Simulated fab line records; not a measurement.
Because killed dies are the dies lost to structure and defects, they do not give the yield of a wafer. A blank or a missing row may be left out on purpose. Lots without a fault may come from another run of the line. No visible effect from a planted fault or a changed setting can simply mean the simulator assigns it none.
fab line records ; flow sky130
[record] lots = 6; wafers = 18; last-day = 50
route steps=708 shown POLY_CUT@314 SD_P@320
lots that met no fault: taken from a fault-free run of the same line
start-h: hours from the record's first day to the start of the lot's first wafer shown ; wait-h: hours elapsed since this lot's preceding step ; " identical to the entry in the row above ; L1.1+2: a row that stands for several wafers ; - no value, or no start was given ; * or withheld: withheld ; < > ~ a bound
route shown NAME@n: names a module that has steps shown in the file, with the first one's number in the route ; usual: the fault-free wafers' mean and standard deviation ; same: alike in all rows ; chamber/n: place in a boat ; sites: the reading at each site ; _std_site: standard deviation across them ; _edge_site: outer sites' mean less inner sites' ; radius-mm: for every site, how far away it sits from the centre of the wafer ; mask NAME#n: copy n ; behind: the last tool/chamber to shape the wafer ; hold: reason for holding the lot/hours on hold/outcome of the hold ; device: the transistor (n, p or np) that didn't switch ; end of line: at the end of the route, the tests of the same wafers ; step lacking rows: just its recipe ; killed: dies that structure and defects cost at the first sort, which is not the same as the wafer's yield ; map: dies across one wafer; x = killed, . = not, _ = none there
set.NAME: the setting as run; set.NAME@STEP: as run at that earlier step ; model.NAME: the simulator's own value behind a step, which no gauge read
a table for each step, a row for each wafer; lots at some steps of the route
services: the hour from which a tool's chamber was out of use, counted from the record's first day as start-h (under 0 if before that day), plus the number of hours and why
[[steps]]
[step SKY_POLY_CUT_DEVELOP_07]
[recipe] develop-time-s = 60; resist = KrF-thick; dev-temp-c = 21
[step SKY_POLY_CUT_CD_MEAS_08]
[recipe] target-cd-nm = 270
[usual] cd-nm = 270.0/1.2
lot.wafer;tool;chamber;start-h;wait-h;cd-nm
L563.2;cd-sem-01;-;620.49;-;270.2
L563.5;cd-sem-01;-;620.49;-;271.1
L563.6;cd-sem-01;-;620.49;-;271.2
L568.1;cd-sem-02;-;677.97;-;270.5
L568.4;cd-sem-02;-;677.97;-;270.3
L568.5;cd-sem-02;-;677.97;-;270.0
L571.2;cd-sem-01;-;705.68;-;268.8
L571.5;cd-sem-01;-;705.68;-;268.7
L571.6;cd-sem-01;-;705.68;-;269.9
L573.3;cd-sem-01;-;709.11;-;269.4
L573.4;cd-sem-01;-;709.11;-;269.1
L573.5;cd-sem-01;-;709.11;-;269.6
L578.2;cd-sem-02;-;748.55;-;269.6
L578.3;cd-sem-02;-;748.55;-;269.7
L578.6;cd-sem-02;-;748.55;-;268.8
L576.2;cd-sem-01;-;750.13;-;267.5
L576.4;cd-sem-01;-;750.13;-;267.3
L576.5;cd-sem-01;-;750.13;-;266.8
[step SKY_POLY_CUT_OVL_MEAS_09]
[usual] POLY_CUT_OVL = -3/5.5
lot.wafer;tool;chamber;start-h;wait-h;POLY_CUT_OVL[nm]
L563.2;overlay-01;-;620.59;0.1;6
L563.5;overlay-01;-;620.59;0.1;1
L563.6;overlay-01;-;620.59;0.1;6
L568.1;overlay-01;-;678.09;0.1;0
L568.4;overlay-01;-;678.09;0.1;-6
L568.5;overlay-01;-;678.09;0.1;-4
L571.2;overlay-01;-;705.78;0.1;-3
L571.5;overlay-01;-;705.78;0.1;-11
L571.6;overlay-01;-;705.78;0.1;-9
L573.3;overlay-02;-;709.20;0.1;-3
L573.4;overlay-02;-;709.20;0.1;2
L573.5;overlay-02;-;709.20;0.1;-2
L578.2;overlay-01;-;748.66;0.1;2
L578.3;overlay-01;-;748.66;0.1;-10
L578.6;overlay-01;-;748.66;0.1;11
L576.2;overlay-01;-;750.23;0.1;2
L576.4;overlay-01;-;750.23;0.1;-4
L576.5;overlay-01;-;750.23;0.1;7
[step SKY_POLY_CUT_ETCH_10]
[recipe] chemistry = N2/H2; target = BARC; ion-energy-ev = 200; source-w = 500; bias-w = 100; pressure-mtorr = 30; n2-flow-sccm = 100; h2-flow-sccm = 200; stop-on = SiO2; time-s = 45.9; target-depth-a = 600
[usual] drypump-motor-current-A = 5.8/0.42; oes-product-au = 0.855/0.0048; throttle-valve-pct = 13.224/0.0099
lot.wafer;tool;chamber;start-h;wait-h;drypump-motor-current-A;oes-product-au;rf-hours-counter-h;throttle-valve-pct
L563.2;rie-diel-01;3;620.62;0.0;6.6;0.857;10;13.222
L563.5;rie-diel-01;2;620.62;0.0;5.5;0.856;-;13.249
L563.6;rie-diel-01;1;620.62;0.0;5.9;0.857;-;13.233
L568.1;rie-diel-01;0;678.12;0.0;4.9;0.861;52;13.226
L568.4;rie-diel-01;1;678.12;0.0;5.9;0.857;2;13.214
L568.5;rie-diel-01;3;678.12;0.0;6.6;0.861;-;13.221
L571.2;rie-diel-01;0;705.81;0.0;4.9;0.849;52;13.220
L571.5;rie-diel-01;0;705.81;0.0;4.9;0.859;-;13.222
L571.6;rie-diel-01;1;705.81;0.0;5.9;0.856;-;13.226
L573.3;rie-diel-01;2;709.22;0.0;5.5;0.857;12;13.220
L573.4;rie-diel-01;1;709.22;0.0;6.0;0.854;-;13.208
L573.5;rie-diel-01;0;709.22;0.0;4.9;0.847;-;13.225
L578.2;rie-diel-02;0;748.69;0.0;6.0;0.851;10;13.211
L578.3;rie-diel-02;1;748.69;0.0;5.7;0.862;5;13.239
L578.6;rie-diel-02;3;748.69;0.0;5.9;0.852;-;13.231
L576.2;rie-diel-02;3;750.26;0.0;5.9;0.858;6;13.204
L576.4;rie-diel-02;1;750.26;0.0;5.7;0.855;5;13.232
L576.5;rie-diel-02;0;750.26;0.0;6.1;0.857;-;13.226
[step SKY_POLY_CUT_ETCH_11]
[recipe] target = Si3N4; chemistry = CF4/CH2F2/Ar; stop-on = poly-Si; source-w = 600; bias-w = 150; pressure-mtorr = 40; cf4-flow-sccm = 40; ch2f2-flow-sccm = 20; Ar_flow_sccm = 150; time-s = 42.5; target-depth-a = 600
[usual] drypump-motor-current-A = 5.8/0.42; oes-product-au = 0.830/0.0065; throttle-valve-pct = 14.994/0.0091
lot.wafer;tool;chamber;start-h;wait-h;drypump-motor-current-A;oes-product-au;rf-hours-counter-h;throttle-valve-pct
L563.2;rie-diel-01;3;620.67;0.0;6.6;0.823;10;15.000
L563.5;rie-diel-01;2;620.67;0.0;5.5;0.825;-;14.988
L563.6;rie-diel-01;1;620.67;0.0;5.9;0.824;-;14.984
L568.1;rie-diel-01;0;678.17;0.0;4.9;0.836;52;14.994
L568.4;rie-diel-01;1;678.17;0.0;5.9;0.842;2;15.000
L568.5;rie-diel-01;3;678.17;0.0;6.6;0.843;-;14.999
L571.2;rie-diel-01;0;705.86;0.0;4.9;0.830;53;14.986
L571.5;rie-diel-01;0;705.86;0.0;4.9;0.818;-;14.997
L571.6;rie-diel-01;1;705.86;0.0;5.9;0.837;-;14.974
L573.3;rie-diel-01;2;709.27;0.0;5.5;0.841;12;15.001
L573.4;rie-diel-01;1;709.27;0.0;5.9;0.840;-;14.972
L573.5;rie-diel-01;0;709.27;0.0;4.9;0.842;-;14.990
L578.2;rie-diel-02;0;748.73;0.0;6.0;0.829;10;14.988
L578.3;rie-diel-02;1;748.73;0.0;5.7;0.839;5;14.997
L578.6;rie-diel-02;3;748.73;0.0;5.9;0.839;-;14.995
L576.2;rie-diel-02;3;750.31;0.0;5.9;0.824;6;14.990
L576.4;rie-diel-02;1;750.31;0.0;5.7;0.817;5;14.970
L576.5;rie-diel-02;0;750.31;0.0;6.0;0.820;-;15.015
[step SKY_POLY_CUT_STRIP_12]
[recipe] chemistry = O2/N2; power-w = 1400; pressure-mtorr = 1500; platen-temp-c = withheld; o2-flow-sccm = 3000; n2-flow-sccm = 300; overash-fraction = 0.5
[usual] drypump-motor-current-A = 5.6/0.45; oes-product-au = 0.452/0.005; strip-time-to-endpoint-s = 5.359/0.016
lot.wafer;tool;chamber;start-h;wait-h;drypump-motor-current-A;oes-product-au;rf-hours-counter-h;strip-time-to-endpoint-s
L563.2;plasma-asher-03;1;620.71;0.0;4.8;0.449;50;5.373
L563.5;plasma-asher-03;0;620.71;0.0;5.2;0.452;-;5.387
L563.6;plasma-asher-03;1;620.71;0.0;4.8;0.449;-;5.379
L568.1;plasma-asher-02;1;678.21;0.0;5.8;0.450;84;5.392
L568.4;plasma-asher-02;1;678.21;0.0;5.8;0.461;-;5.382
L568.5;plasma-asher-02;0;678.21;0.0;5.7;0.450;-;5.369
L571.2;plasma-asher-04;1;705.90;0.0;6.2;0.444;28;5.350
L571.5;plasma-asher-04;0;705.90;0.0;5.8;0.455;-;5.338
L571.6;plasma-asher-04;1;705.90;0.0;6.2;0.453;-;5.352
L573.3;plasma-asher-04;1;709.34;0.1;6.2;0.454;-;5.399
L573.4;plasma-asher-04;0;709.34;0.1;5.8;0.449;-;5.375
L573.5;plasma-asher-04;0;709.34;0.1;5.8;0.450;-;5.367
L578.2;plasma-asher-03;1;748.77;0.0;4.8;0.445;58;5.341
L578.3;plasma-asher-03;0;748.77;0.0;5.3;0.447;-;5.346
L578.6;plasma-asher-03;0;748.77;0.0;5.3;0.441;-;5.358
L576.2;plasma-asher-03;0;750.35;0.0;5.3;0.452;59;5.388
L576.4;plasma-asher-03;1;750.35;0.0;4.8;0.463;-;5.364
L576.5;plasma-asher-03;0;750.35;0.0;5.2;0.453;-;5.354
[step SKY_SD_P_DEHYDRATE_00]
[recipe] temp-c = 200; time-s = 60
[step SKY_SD_P_HMDS_01]
[recipe] prime-time-s = 60; prime-temp-c = 120
[step SKY_SD_P_COAT_02]
[recipe] resist = NOVOLAK; spin-rpm = 3000; resist-thk-nm = 1140
[step SKY_SD_P_SOFTBAKE_03]
[recipe] temp-c = 90; time-s = 60; resist = NOVOLAK
[step SKY_SD_P_EXPOSE_04]
[recipe] mask-id = PSDM; na = 0.6; source-shape = conventional; sigma-outer = 0.6; polarization = unpolarized; target-cd-nm = 380; dose-mj = 138
[step SKY_SD_P_PEB_05]
[recipe] temp-c = withheld; time-s = *; resist = NOVOLAK
[step SKY_SD_P_DEVELOP_06]
[recipe] resist = NOVOLAK; developer = TMAH; develop-time-s = 60; dev-temp-c = 23
lot.wafer;tool;chamber;start-h;wait-h
L563.2+5+6;litho-track-04;0;649.51;0.1
L568.1+4+5;litho-track-02;0;705.81;0.1
L571.2+5+6;litho-track-02;0;732.74;0.1
L573.3+4+5;litho-track-02;0;736.76;0.1
L578.2+3+6;litho-track-01;0;775.43;0.1
L576.2+4+5;litho-track-02;0;777.09;0.1
[step SKY_SD_P_CD_MEAS_07]
[recipe] target-cd-nm = 380
[usual] cd-nm = 380.4/2.6
lot.wafer;tool;chamber;start-h;wait-h;hold;cd-nm
L563.2;cd-sem-02;-;649.65;0.1;-;380.1
L563.5;cd-sem-02;-;649.65;0.1;-;380.8
L563.6;cd-sem-02;-;649.65;0.1;-;378.9
L568.1;cd-sem-01;-;705.96;0.1;-;380.4
L568.4;cd-sem-01;-;705.96;0.1;-;381.8
L568.5;cd-sem-01;-;705.96;0.1;-;382.4
L571.2;cd-sem-02;-;732.88;0.1;-;377.6
L571.5;cd-sem-02;-;732.88;0.1;-;379.0
L571.6;cd-sem-02;-;732.88;0.1;-;379.5
L573.3;cd-sem-02;-;736.90;0.1;await-dispo/0.2h/release;150.0
L573.4;cd-sem-02;-;736.90;0.1;await-dispo/0.2h/release;150.3
L573.5;cd-sem-02;-;736.90;0.1;await-dispo/0.2h/release;150.2
L573.3;cd-sem-02;-;737.19;0.3;-;150.4
L573.4;cd-sem-02;-;737.19;0.3;-;150.5
L573.5;cd-sem-02;-;737.19;0.3;-;149.9
L578.2;cd-sem-01;-;775.58;0.1;-;380.7
L578.3;cd-sem-01;-;775.58;0.1;-;380.0
L578.6;cd-sem-01;-;775.58;0.1;-;381.2
L576.2;cd-sem-01;-;777.35;0.2;await-dispo/0.2h/release;153.8
L576.4;cd-sem-01;-;777.35;0.2;await-dispo/0.2h/release;151.4
L576.5;cd-sem-01;-;777.35;0.2;await-dispo/0.2h/release;153.1
L576.2;cd-sem-01;-;777.80;0.4;-;153.7
L576.4;cd-sem-01;-;777.80;0.4;-;151.7
L576.5;cd-sem-01;-;777.80;0.4;-;152.9
[[services]]
tool;chamber;start-h;hours;kind
plasma-asher-04;-;599.83;4.3;repair
rie-diel-01;1;602.45;-;clean
rie-diel-01;1;602.45;13.8;scheduled-down
rie-diel-01;1;602.45;13.8;vent-cycle
rie-diel-02;2;605.06;1.3;repair
rie-diel-02;0;610.96;4.3;repair
plasma-asher-02;-;627.12;15.6;pm
rie-diel-02;3;629.43;6.4;repair
rie-diel-01;-;641.12;1.2;repair
plasma-asher-03;-;683.60;22.6;repair
rie-diel-01;0;686.85;5.6;repair
rie-diel-02;0;689.56;2.9;repair
plasma-asher-03;-;697.75;12.0;repair
rie-diel-01;3;701.45;48.5;repair
plasma-asher-03;-;709.78;14.6;pm
plasma-asher-03;-;724.38;2.8;pm
plasma-asher-02;-;731.80;2.3;repair
plasma-asher-04;-;741.89;0.7;repair
rie-diel-01;0;749.93;-;clean
rie-diel-01;0;749.93;19.6;scheduled-down
rie-diel-01;0;749.93;19.6;vent-cycle
rie-diel-02;-;774.37;2.3;repair
[[key]]
[first-sign] step = SKY_SD_P_CD_MEAS_07; reading = visit; direction = added
[effect] step = SKY_SD_P_CD_MEAS_07; reading = cd-nm; direction = down; sigmas = 89; usual = 380.4; struck = 151.5
met-at SKY_SD_P_DEVELOP_06
struck-wafers L573.3,L573.4,L573.5,L576.2,L576.4,L576.5
scrapped-behind SKY_SD_P_CD_MEAS_07 L573.3,L573.4,L573.5,L576.2,L576.4,L576.5
onset-between 732.74 736.76
[fault] kind = process-parameter-drift; tool = litho-track-02; chamber = -; onset-h = 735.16; steps = SKY_SD_P_DEVELOP_06; channel = develop-time-s; offset = *; shape = step; end-h = 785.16; acts-in = *; stated = *
